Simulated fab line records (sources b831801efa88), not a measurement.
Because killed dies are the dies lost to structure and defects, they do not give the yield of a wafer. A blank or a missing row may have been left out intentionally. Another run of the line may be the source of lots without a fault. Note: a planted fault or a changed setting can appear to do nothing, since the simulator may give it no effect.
Matching of chambers -- flow gf180mcu -- 4 sister chambers for GF_V2_CMP_04 on cmp-02
The step polishes SiO2. 7 wafers are shown with their chamber, then 7 later ones without.

== WAFERS PAIRED WITH THEIR CHAMBERS ==
wafer,chamber,motor-current-A (A),time-to-endpoint-s (s)
L812.4,2,12.9,88
L817.4,0,12.2,77
L818.2,1,12.9,68
L818.3,3,12.2,81
L818.4,2,13.3,87
L820.1,3,12.2,68
L820.2,1,12.7,77

== WAFERS WITH NO CHAMBER GIVEN ==
wafer,motor-current-A (A),time-to-endpoint-s (s)
L820.3,13.0,79
L822.3,11.6,74
L822.5,13.0,68
L822.6,12.4,78
L830.2,13.6,88
L830.4,11.5,81
L830.6,13.1,99

== CHAMBER TAKEN BY EACH ==
wafer,from the rows above,in truth
L820.3,can't be placed: 2 or 1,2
L822.3,can't be placed: 3 or 0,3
L822.5,can't be placed: 1 or 2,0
L822.6,can't be placed: 0 or 3 or 1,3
L830.2,2,2
L830.4,can't be placed: 0 or 3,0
L830.6,2,2
Correctly placed: 2 of 7. These rows do not allow placing 5 (true chamber among the candidates in 4). Number placed wrongly: 0.
How it was worked out, from the rows above alone: a wafer's distance from a chamber is the root of the sum, over the readings, of the square of ((its reading less the chamber's mean) divided by the reading's scatter). The wafer belongs to the nearest chamber; if the next one is less than 2 further off, it can't be placed. Each chamber's mean is taken over the wafers shown for it. The scatter is the square root of a quotient: the sum, over the shown wafers, of each reading's squared deviation from its chamber's mean, divided by wafers minus chambers.
